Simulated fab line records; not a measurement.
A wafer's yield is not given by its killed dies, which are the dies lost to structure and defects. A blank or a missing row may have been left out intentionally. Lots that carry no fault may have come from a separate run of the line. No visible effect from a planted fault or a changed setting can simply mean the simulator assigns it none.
Comparing a struck lot with a sound one || flow sky130 || 30 out of 708 route steps
Sound: wafers L841.1, L841.3, L841.6. Struck: wafers L845.1, L845.3, L845.6. The cause is named last.
Per side, at each step with rows, come the tool, then ch with its chambers, and then its first start. Under that, the readings that differ: sound wafers || struck wafers || difference of the means || sigmas: that difference in standard deviations of wafers without a fault.
alike: readings with means less than 2 such deviations apart, plus words and numbers identical on both sides. not compared: withheld readings, readings lacking a value on some wafer, bounds such as >300 that could conceal the same value, and numbers that have no deviation in the record and whose values overlap.
Wherever a step has rows on one side only, a row that says differs or no value, or a row with sigmas, the two part there. Numbers that have no deviation but don't overlap get no sigmas and don't part them. A reading missing from all wafers of one side parts the sides only when that side holds two or more wafers.

SKY_PWDE_STRIP_09: strips in O2/N2.
  sound on plasma-asher-02 ch 0,1, day 4 11:35; struck on plasma-asher-01 ch 1, day 5 11:50
{"reading": "strip-time-to-endpoint-s (s)", "sound": "36.99 37.01 37.10", "struck": "36.85 36.77 36.79", "difference": -0.23, "sigmas": -3}
  alike: drypump-motor-current-A, oes-product-au
  not compared: rf-hours-counter-h
SKY_PWDE_TW_MEAS_10:
  sound on film-metro-02 at day 4 11:41; struck on film-metro-01 at day 5 11:56
  alike: PWDE_TW
then, 7 steps without rows for these wafers: SKY_NWELL_DEHYDRATE_03 (time 60 s); SKY_NWELL_HMDS_04 (prime time 60 s); SKY_NWELL_COAT_05 (resist thk 3000 nm); SKY_NWELL_SOFTBAKE_06; SKY_NWELL_EXPOSE_07 (exposes mask NWM, target cd 840 nm); SKY_NWELL_PEB_08; SKY_NWELL_DEVELOP_09 (develop time 60 s).
SKY_NWELL_OVL_MEAS_10:
  sound on overlay-02 at day 5 04:46; struck on overlay-01 at day 6 06:16
  alike: NWELL_00_OVL
then, 2 steps without rows for these wafers: SKY_NWELL_IMPLANT_11; SKY_NWELL_IMPLANT_12.
SKY_NWELL_IMPLANT_13:
  sound on implanter-04 ch 0, day 5 05:06; struck on implanter-04 ch 0, day 6 06:35
{"reading": "dose-ions-cm2", "sound": "7.003e+11 7.004e+11 7.004e+11", "struck": "1.1957e+12 1.1954e+12 1.1947e+12", "difference": "+4.9490e+11", "sigmas": "+99 or more"}
{"reading": "faraday-current-uA", "sound": "3.91 3.99 3.97", "struck": "6.86 6.85 6.72", "difference": "+2.85", "sigmas": "+36"}
SKY_NWELL_STRIP_14: strips in O2/N2.
  sound on plasma-asher-02 ch 0,1, day 5 05:15; struck on plasma-asher-03 ch 1, day 6 06:44
  alike: drypump-motor-current-A, oes-product-au, strip-time-to-endpoint-s
  not compared: rf-hours-counter-h
SKY_NWELL_TW_MEAS_15:
  sound on film-metro-02 at day 5 05:21; struck on film-metro-01 at day 6 06:50
  alike: NWELL_TW
then, 7 steps without rows for these wafers: SKY_NWELL_DEHYDRATE_16 (time 60 s); SKY_NWELL_HMDS_17 (prime time 60 s); SKY_NWELL_COAT_18 (resist thk 3000 nm); SKY_NWELL_SOFTBAKE_19; SKY_NWELL_EXPOSE_20 (exposes mask NWM COMPLEMENT, target cd 840 nm); SKY_NWELL_PEB_21; SKY_NWELL_DEVELOP_22 (develop time 60 s).
SKY_NWELL_OVL_MEAS_23:
  sound on overlay-01 at day 5 23:38; struck on overlay-01 at day 7 00:58
  alike: NWELL_01_OVL
next, for these wafers, 1 step has no rows: SKY_NWELL_IMPLANT_24.
SKY_NWELL_STRIP_25: strips in O2/N2.
  sound on plasma-asher-02 ch 0, day 5 23:49; struck on plasma-asher-03 ch 0, day 7 01:08
{"reading": "drypump-motor-current-A (A)", "sound": "6.1 6.1 6.1", "struck": "4.9 4.8 4.8", "difference": -1.3, "sigmas": -3}
  alike: oes-product-au, strip-time-to-endpoint-s
  not compared: rf-hours-counter-h
SKY_NWELL_TW_MEAS_26:
  sound on film-metro-04 at day 5 23:55; struck on film-metro-04 at day 7 01:14
  alike: NWELL_2_TW
then, 1 step without rows for these wafers: SKY_NWELL_CLEAN_27 (cleans in SC1/SC2, time 150 s).
SKY_NWELL_RTA_28: time 30 s.
  sound on rtp-anneal-01 ch 0, day 6 00:01; struck on rtp-anneal-01 ch 0, day 7 01:21
  alike: lamp-power-pct, wafer_temp_C_max
SKY_NWELL_RS_MEAS_29: the measuring method here is four-point-probe.
  sound on film-metro-01 at day 6 00:07; struck on film-metro-01 at day 7 01:49
{"reading": "NWELL_RS (ohm/sq)", "sound": "631.7 630.7 631.5", "struck": "615.0 618.5 614.5", "difference": -15.3, "sigmas": -10}
  not compared: hold
-- the record jumps here: 41 days lie between the struck wafers' starts before and after (it left off in module NWELL and takes up again in module PAD_OPEN, whose first step shown is number 708 of the route) --
SKY_PAD_OPEN_PROBE_99:
  sound on prober-02 at day 46 14:40; struck on prober-01 at day 47 15:19
{"reading": "model.etest.nfet_16v.r-on-ohm-um", "sound": "1.439e+04 1.448e+04 1.444e+04", "struck": "1.366e+04 1.365e+04 1.351e+04", "difference": -8.300e+02, "sigmas": ""}
{"reading": "model.etest.pfet-g5v0d10v5.r-on-ohm-um", "sound": "4824 4807 4792", "struck": "5070 5063 5001", "difference": "+237", "sigmas": ""}
{"reading": "model.etest.tip-p.rs-ohm-sq", "sound": "6812 6812 6783", "struck": "7012 7060 6959", "difference": "+208", "sigmas": ""}
{"reading": "model.etest.tip_p_5v.rs-ohm-sq", "sound": "2873 2869 2842", "struck": "2932 2935 2956", "difference": "+80", "sigmas": ""}
{"reading": "model.etest.pfet-g5v0d10v5.drive-ua-um", "sound": "337.7 337.7 342.5", "struck": "316 318.4 320.3", "difference": -21, "sigmas": ""}
{"reading": "model.etest.pfet_01v8_lvt.drive-ua-um", "sound": "168.6 172.7 174.5", "struck": "157.5 157.8 158.4", "difference": -14.0, "sigmas": ""}
{"reading": "model.etest.pfet_16v.drive-ua-um", "sound": "238.1 235.8 240.8", "struck": "232.2 231.7 234.2", "difference": -5.5, "sigmas": ""}
{"reading": "model.etest.pfet_01v8.drive-ua-um", "sound": "185.9 193.7 193.9", "struck": "181.8 182.6 178.4", "difference": -10.2, "sigmas": ""}
  alike: killed_at_M0_to_M3, killed_at_M4_up, killed-at-contacts, killed-at-front-end, killed-at-other, killed-dies, killed-open, killed-short

## WHERE THEY PART
Earliest at SKY_PWDE_STRIP_09; latest, in this record, at SKY_NWELL_RS_MEAS_29. Later steps at which nothing parts them and some readings are alike: SKY_PAD_OPEN_PROBE_99.

WHY: what had been put in by the simulator
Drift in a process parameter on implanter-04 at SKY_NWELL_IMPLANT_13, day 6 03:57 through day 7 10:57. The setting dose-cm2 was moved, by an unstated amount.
